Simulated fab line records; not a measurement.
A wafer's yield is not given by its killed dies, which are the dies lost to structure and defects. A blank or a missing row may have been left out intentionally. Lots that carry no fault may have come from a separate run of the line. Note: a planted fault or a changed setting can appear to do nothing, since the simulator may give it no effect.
fab line records ; flow gf180mcu
[record] lots = 12; wafers = 35; lastDay = 33
route steps=602 shown V2@397 V3@431
lots that met no fault: taken from a fault-free run of the same line
startH: start of the lot's first displayed wafer, in hours after the record's first day ; waitH: hours elapsed since this lot's preceding step ; " same as the row above ; L1.1+2: one row covering several wafers at once ; - either no value or no given start ; * or withheld: withheld ; < > ~ a bound
route shown NAME@n: names a module that has steps shown in the file, with the first one's number in the route ; usual: mean and standard deviation over wafers with no fault ; same: alike in all rows ; chamber/n: place in a boat ; sites: per-site readings ; _std_site: the values' standard deviation ; _edge_site: mean of outer sites minus mean of inner sites ; radiusMm: how far each site lies from the wafer's centre ; mask NAME#n: copy n ; behind: the most recent tool/chamber to have shaped the wafer ; hold: reason for holding the lot/hours on hold/outcome of the hold ; device: transistor that didn't switch, given as n, p or np ; end of line: tests run on the same wafers once the route is complete ; a step with no rows: only its recipe ; killed: at the first sort, the dies lost to defects and structure; wafer yield is something else ; map: a wafer's dies, x killed, . not, _ none there
set.NAME: setting as actually run; set.NAME@STEP: the setting as run at that earlier step ; model.NAME: the simulator's own value behind a step, which no gauge read
steps of the route over a sample of lots; a table a step, a row a wafer
services: from which hour (startH, from the record's first day; less than 0 if before it) a tool's chamber was out of use, for how many hours, and why
[[steps]]
[step GF_V2_OVL_MEAS_15]
[usual] V2_OVL = -2/5.7
lot.wafer;tool;chamber;startH;waitH;V2_OVL[nm]
L766.1;overlay-01;-;460.97;0.1;-5
L766.4;overlay-01;-;460.97;0.1;-4
L766.6;overlay-01;-;460.97;0.1;-10
L768.1;overlay-02;-;487.91;0.1;-3
L768.4;overlay-02;-;487.91;0.1;-5
L768.6;overlay-02;-;487.91;0.1;-7
L769.1;overlay-02;-;495.90;0.1;-3
L769.2;overlay-02;-;495.90;0.1;4
L769.6;overlay-02;-;495.90;0.1;8
L770.2;overlay-01;-;511.03;0.1;-8
L770.3;overlay-01;-;511.03;0.1;-13
L770.6;overlay-01;-;511.03;0.1;-6
L771.3;overlay-01;-;516.43;0.1;6
L771.5;overlay-01;-;516.43;0.1;3
L771.6;overlay-01;-;516.43;0.1;-2
L772.2;overlay-02;-;520.85;0.1;5
L772.4;overlay-02;-;520.85;0.1;8
L772.6;overlay-02;-;520.85;0.1;8
L773.1;overlay-01;-;528.26;0.1;9
L773.4;overlay-01;-;528.26;0.1;8
L773.6;overlay-01;-;528.26;0.1;1
L774.1;overlay-02;-;539.72;0.1;0
L774.4;overlay-02;-;539.72;0.1;-7
L774.5;overlay-02;-;539.72;0.1;-4
L776.1;overlay-01;-;554.80;0.1;-2
L776.3;overlay-01;-;554.80;0.1;-4
L776.6;overlay-01;-;554.80;0.1;1
L778.1;overlay-01;-;567.55;0.1;-5
L778.2;overlay-01;-;567.55;0.1;2
L778.4;overlay-01;-;567.55;0.1;3
L780.1;overlay-02;-;590.17;0.1;0
L780.4;overlay-02;-;590.17;0.1;-4
L780.6;overlay-02;-;590.17;0.1;-10
L782.1;overlay-02;-;600.65;0.1;-9
L782.3;overlay-02;-;600.65;0.1;-6
[step GF_V2_SPUTTER_22]
[recipe] material = TiN; targetThkNm = 10; chamberPressurePa = 5; powerW = 4000; timeS = 40
[usual] cathodeDcPowerW = 3999.9/0.69; throttleValvePct = 30.1/1.2
lot.wafer;tool;chamber;startH;waitH;cathodeDcPowerW;throttleValvePct
L766.1;pvdSputter-02;-;461.73;0.0;3999.1;30.1
L766.4;pvdSputter-02;-;461.73;0.0;3999.9;31.7
L766.6;pvdSputter-02;-;461.73;0.0;3999.7;28.9
L768.1;pvdSputter-02;-;488.66;0.0;4000.7;29.0
L768.4;pvdSputter-02;-;488.66;0.0;4001.1;31.6
L768.6;pvdSputter-02;-;488.66;0.0;3999.2;32.0
L769.1;pvdSputter-01;-;496.66;0.0;3999.6;30.7
L769.2;pvdSputter-01;-;496.66;0.0;3999.5;31.1
L769.6;pvdSputter-01;-;496.66;0.0;4001.3;28.1
L770.2;pvdSputter-02;-;511.79;0.0;3998.7;31.5
L770.3;pvdSputter-02;-;511.79;0.0;4002.0;30.3
L770.6;pvdSputter-02;-;511.79;0.0;4000.0;31.3
L771.3;pvdSputter-02;-;517.19;0.0;3999.9;31.8
L771.5;pvdSputter-02;-;517.19;0.0;3999.9;30.3
L771.6;pvdSputter-02;-;517.19;0.0;4000.1;31.8
L772.2;pvdSputter-01;-;521.61;0.0;4000.2;27.7
L772.4;pvdSputter-01;-;521.61;0.0;3999.2;31.3
L772.6;pvdSputter-01;-;521.61;0.0;3999.4;31.2
L773.1;pvdSputter-01;-;529.01;0.0;3999.8;28.0
L773.4;pvdSputter-01;-;529.01;0.0;3999.3;30.9
L773.6;pvdSputter-01;-;529.01;0.0;3999.3;31.0
L774.1;pvdSputter-02;-;540.48;0.0;3999.5;28.8
L774.4;pvdSputter-02;-;540.48;0.0;4000.0;31.3
L774.5;pvdSputter-02;-;540.48;0.0;4001.0;30.2
L776.1;pvdSputter-04;-;555.56;0.0;4000.2;29.9
L776.3;pvdSputter-04;-;555.56;0.0;4000.6;28.4
L776.6;pvdSputter-04;-;555.56;0.0;3999.1;29.8
L778.1;pvdSputter-02;-;568.72;0.0;3998.8;31.9
L778.2;pvdSputter-02;-;568.72;0.0;3999.5;30.1
L778.4;pvdSputter-02;-;568.72;0.0;3999.8;29.1
L780.1;pvdSputter-01;-;590.93;0.0;3999.4;31.0
L780.4;pvdSputter-01;-;590.93;0.0;4000.0;31.1
L780.6;pvdSputter-01;-;590.93;0.0;3997.9;30.9
L782.1;pvdSputter-01;-;601.41;0.0;3999.4;30.8
L782.3;pvdSputter-01;-;601.41;0.0;4000.6;30.7
[step GF_V3_CVD_02]
[recipe] material = SiO2; targetThkNm = 850; precursor = TEOS; tempC = 400; timeS = 94.851; rfW = 600
[usual] heaterPowerW = 660/160
lot.wafer;tool;chamber;startH;waitH;heaterPowerW
L766.1;pecvd-02;2;487.79;0.1;934
L766.4;pecvd-02;1;487.79;0.1;691
L766.6;pecvd-02;2;487.79;0.1;991
L768.1;pecvd-02;0;514.77;0.1;554
L768.4;pecvd-02;1;514.77;0.1;649
L768.6;pecvd-02;0;514.77;0.1;580
L769.1;pecvd-04;0;521.94;0.1;541
L769.2;pecvd-04;1;521.94;0.1;613
L769.6;pecvd-04;0;521.94;0.1;576
L770.2;pecvd-01;0;536.55;0.0;658
L770.3;pecvd-01;1;536.55;0.0;592
L770.6;pecvd-01;1;536.55;0.0;632
L771.3;pecvd-02;2;541.33;0.0;944
L771.5;pecvd-02;0;541.33;0.0;496
L771.6;pecvd-02;1;541.33;0.0;639
L772.2;pecvd-02;2;545.73;0.0;918
L772.4;pecvd-02;0;545.73;0.0;653
L772.6;pecvd-02;2;545.73;0.0;1004
L773.1;pecvd-01;1;553.65;0.1;713
L773.4;pecvd-01;1;553.65;0.1;561
L773.6;pecvd-01;2;553.65;0.1;499
L774.1;pecvd-04;2;564.57;0.1;566
L774.4;pecvd-04;2;564.57;0.1;600
L774.5;pecvd-04;1;564.57;0.1;622
L776.1;pecvd-02;2;579.93;0.1;1072
L776.3;pecvd-02;1;579.93;0.1;674
L776.6;pecvd-02;1;579.93;0.1;547
L778.1;pecvd-02;1;592.30;0.1;688
L778.2;pecvd-02;2;592.30;0.1;937
L778.4;pecvd-02;1;592.30;0.1;535
L780.1;pecvd-02;0;614.13;0.1;509
L780.4;pecvd-02;1;614.13;0.1;687
L780.6;pecvd-02;2;614.13;0.1;1055
L782.1;pecvd-02;0;623.80;0.1;539
L782.3;pecvd-02;1;623.80;0.1;544
[step GF_V3_THK_MEAS_03]
[recipe] reads = SiO2_of_V3_CVD_02
[usual] V3_CVD_02_THK = 849/11
lot.wafer;tool;chamber;startH;waitH;V3_CVD_02_THK[nm]
L766.1;filmMetro-01;-;487.86;0.0;841
L766.4;filmMetro-01;-;487.86;0.0;864
L766.6;filmMetro-01;-;487.86;0.0;854
L768.1;filmMetro-02;-;514.84;0.0;836
L768.4;filmMetro-02;-;514.84;0.0;861
L768.6;filmMetro-02;-;514.84;0.0;839
L769.1;filmMetro-01;-;522.01;0.0;848
L769.2;filmMetro-01;-;522.01;0.0;833
L769.6;filmMetro-01;-;522.01;0.0;867
L770.2;filmMetro-04;-;536.63;0.0;845
L770.3;filmMetro-04;-;536.63;0.0;838
L770.6;filmMetro-04;-;536.63;0.0;859
L771.3;filmMetro-04;-;541.42;0.1;844
L771.5;filmMetro-04;-;541.42;0.1;850
L771.6;filmMetro-04;-;541.42;0.1;849
L772.2;filmMetro-02;-;545.81;0.0;853
L772.4;filmMetro-02;-;545.81;0.0;864
L772.6;filmMetro-02;-;545.81;0.0;874
L773.1;filmMetro-01;-;553.72;0.0;855
L773.4;filmMetro-01;-;553.72;0.0;868
L773.6;filmMetro-01;-;553.72;0.0;868
L774.1;filmMetro-04;-;564.64;0.0;826
L774.4;filmMetro-04;-;564.64;0.0;830
L774.5;filmMetro-04;-;564.64;0.0;854
L776.1;filmMetro-01;-;580.00;0.0;854
L776.3;filmMetro-01;-;580.00;0.0;855
L776.6;filmMetro-01;-;580.00;0.0;867
L778.1;filmMetro-04;-;592.37;0.0;845
L778.2;filmMetro-04;-;592.37;0.0;839
L778.4;filmMetro-04;-;592.37;0.0;844
L780.1;filmMetro-01;-;614.20;0.0;837
L780.4;filmMetro-01;-;614.20;0.0;848
L780.6;filmMetro-01;-;614.20;0.0;849
L782.1;filmMetro-01;-;623.87;0.0;965
L782.3;filmMetro-01;-;623.87;0.0;973
[step GF_V3_CMP_04]
[recipe] material = SiO2; downForcePsi = 4; platenRpm = 60; padVelocityMS = 0.94248
[usual] edgeZonePressureFrac = 1.001/0.0048; motorCurrentA = 11.7/1.2; timeToEndpointS = 81/5.7
lot.wafer;tool;chamber;startH;waitH;edgeZonePressureFrac;motorCurrentA;timeToEndpointS
L766.4;cmp-02;1;487.97;0.1;1.007;10.3;81
L766.1;cmp-02;2;487.97;0.1;0.991;13.4;78
L766.6;cmp-02;0;487.97;0.1;0.997;11.3;78
L768.1;cmp-01;3;514.95;0.1;1.000;10.2;78
L768.4;cmp-01;1;514.95;0.1;0.994;13.8;88
L768.6;cmp-01;2;514.95;0.1;1.001;11.6;81
L769.1;cmp-01;1;522.17;0.1;1.000;13.7;84
L769.2;cmp-01;2;522.17;0.1;1.012;10.7;80
L769.6;cmp-01;0;522.17;0.1;0.998;12.8;91
L770.3;cmp-01;0;536.80;0.2;0.999;12.6;75
L770.2;cmp-01;1;536.80;0.2;0.995;13.8;80
L770.6;cmp-01;0;536.80;0.2;0.994;12.9;85
L771.3;cmp-01;2;541.46;0.0;1.011;11.4;85
L771.6;cmp-01;2;541.46;0.0;1.005;11.5;85
L771.5;cmp-01;3;541.46;0.0;1.004;10.1;80
L772.4;cmp-01;1;545.86;0.0;1.005;13.4;89
L772.2;cmp-01;0;545.86;0.0;0.995;12.9;83
L772.6;cmp-01;1;545.86;0.0;1.006;13.7;90
L773.4;cmp-02;2;553.83;0.1;1.009;12.7;86
L773.1;cmp-02;3;553.83;0.1;0.992;12.3;86
L773.6;cmp-02;1;553.83;0.1;1.000;10.5;84
L774.1;cmp-01;3;564.75;0.1;0.996;10.6;75
L774.4;cmp-01;0;564.75;0.1;0.999;12.4;75
L774.5;cmp-01;2;564.75;0.1;1.003;11.5;85
L776.1;cmp-02;1;580.06;0.1;0.991;10.1;77
L776.3;cmp-02;3;580.06;0.1;1.000;12.0;86
L776.6;cmp-02;1;580.06;0.1;1.001;9.9;83
L778.2;cmp-02;2;592.48;0.1;0.999;12.9;77
L778.4;cmp-02;3;592.48;0.1;1.003;12.1;81
L778.1;cmp-02;0;592.48;0.1;0.995;11.7;72
L780.4;cmp-02;0;614.26;0.0;0.998;10.9;74
L780.1;cmp-02;3;614.26;0.0;1.003;12.1;79
L780.6;cmp-02;1;614.26;0.0;0.999;10.3;74
L782.3;cmp-01;2;623.93;0.0;0.998;11.2;129
L782.1;cmp-01;3;623.93;0.0;1.000;10.2;120
[step GF_V3_CD_MEAS_14]
[recipe] targetCdNm = 260
[usual] cdNm = 260.0/1.3
lot.wafer;tool;chamber;startH;waitH;cdNm
L766.1;cdSem-02;-;511.40;0.1;257.5
L766.4;cdSem-02;-;511.40;0.1;258.4
L766.6;cdSem-02;-;511.40;0.1;258.5
L768.1;cdSem-02;-;538.53;0.1;260.9
L768.4;cdSem-02;-;538.53;0.1;261.9
L768.6;cdSem-02;-;538.53;0.1;261.9
L769.1;cdSem-01;-;544.93;0.1;260.9
L769.2;cdSem-01;-;544.93;0.1;259.6
L769.6;cdSem-01;-;544.93;0.1;260.8
L770.2;cdSem-02;-;559.90;0.1;258.7
L770.3;cdSem-02;-;559.90;0.1;260.2
L770.6;cdSem-02;-;559.90;0.1;258.5
L771.3;cdSem-02;-;564.04;0.1;259.7
L771.5;cdSem-02;-;564.04;0.1;260.1
L771.6;cdSem-02;-;564.04;0.1;258.9
L772.2;cdSem-02;-;568.22;0.1;261.6
L772.4;cdSem-02;-;568.22;0.1;263.4
L772.6;cdSem-02;-;568.22;0.1;262.9
L773.1;cdSem-02;-;576.50;0.1;262.0
L773.4;cdSem-02;-;576.50;0.1;261.7
L773.6;cdSem-02;-;576.50;0.1;262.3
L774.1;cdSem-02;-;586.48;0.1;258.2
L774.4;cdSem-02;-;586.48;0.1;257.9
L774.5;cdSem-02;-;586.48;0.1;256.8
L776.1;cdSem-02;-;601.34;0.1;259.2
L776.3;cdSem-02;-;601.34;0.1;259.6
L776.6;cdSem-02;-;601.34;0.1;258.6
L778.1;cdSem-02;-;613.74;0.1;261.2
L778.2;cdSem-02;-;613.74;0.1;261.0
L778.4;cdSem-02;-;613.74;0.1;260.9
L780.1;cdSem-01;-;635.08;0.1;259.3
L780.4;cdSem-01;-;635.08;0.1;260.6
L780.6;cdSem-01;-;635.08;0.1;260.6
L782.1;cdSem-01;-;644.88;0.1;261.3
L782.3;cdSem-01;-;644.88;0.1;260.4
[[services]]
tool;chamber;startH;hours;kind
cmp-01;-;456.30;23.1;pm
pecvd-04;1;457.08;4.9;repair
pecvd-04;2;460.08;6.9;repair
pecvd-04;0;463.46;43.0;repair
pvdSputter-02;-;469.09;4.3;repair
cmp-01;-;486.40;2.2;repair
pvdSputter-04;-;504.29;16.0;repair
pvdSputter-02;-;507.41;1.7;repair
pvdSputter-01;-;510.15;2.3;repair
cmp-02;-;530.30;14.0;pm
pvdSputter-02;-;555.71;0.6;repair
cmp-02;-;557.69;6.6;pm
pvdSputter-01;2;561.32;-;consumableReplace:kit
pvdSputter-01;2;561.32;18.0;scheduledDown
cmp-02;-;564.62;0.3;repair
cmp-01;-;569.31;7.0;pm
cmp-02;-;572.22;4.0;pm
cmp-02;-;573.43;4.2;repair
cmp-02;-;576.22;-;consumableReplace:conditioner
cmp-02;-;576.22;-;consumableReplace:pad
cmp-02;-;584.12;2.1;repair
pvdSputter-04;-;585.82;1.3;repair
cmp-01;-;586.65;4.4;pm
pecvd-01;-;591.12;14.0;pm
[[key]]
[firstSign] step = GF_V3_THK_MEAS_03; reading = V3_CVD_02_THK; direction = up; sigmas = 11; usual = 849; struck = 969
[effect] step = GF_V3_CMP_04; reading = timeToEndpointS; direction = up; sigmas = 7.6; usual = *; struck = *
metAt GF_V3_CVD_02
struckLots L782
struckWafers L782.1,L782.3
notActingAt GF_V2_OVL_MEAS_15,GF_V2_SPUTTER_22,GF_V3_CD_MEAS_14
onsetBetween 614.13 623.80
alsoFits time
[fault] kind = processParameterDrift; tool = pecvd-02; chamber = -; onsetH = 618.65; steps = GF_V3_CVD_02; channel = targetThkNm; offset = 133.19; shape = step; endH = 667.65; scope = struckWafersOnly; actsIn = theseRecipesOnly; stated = 850
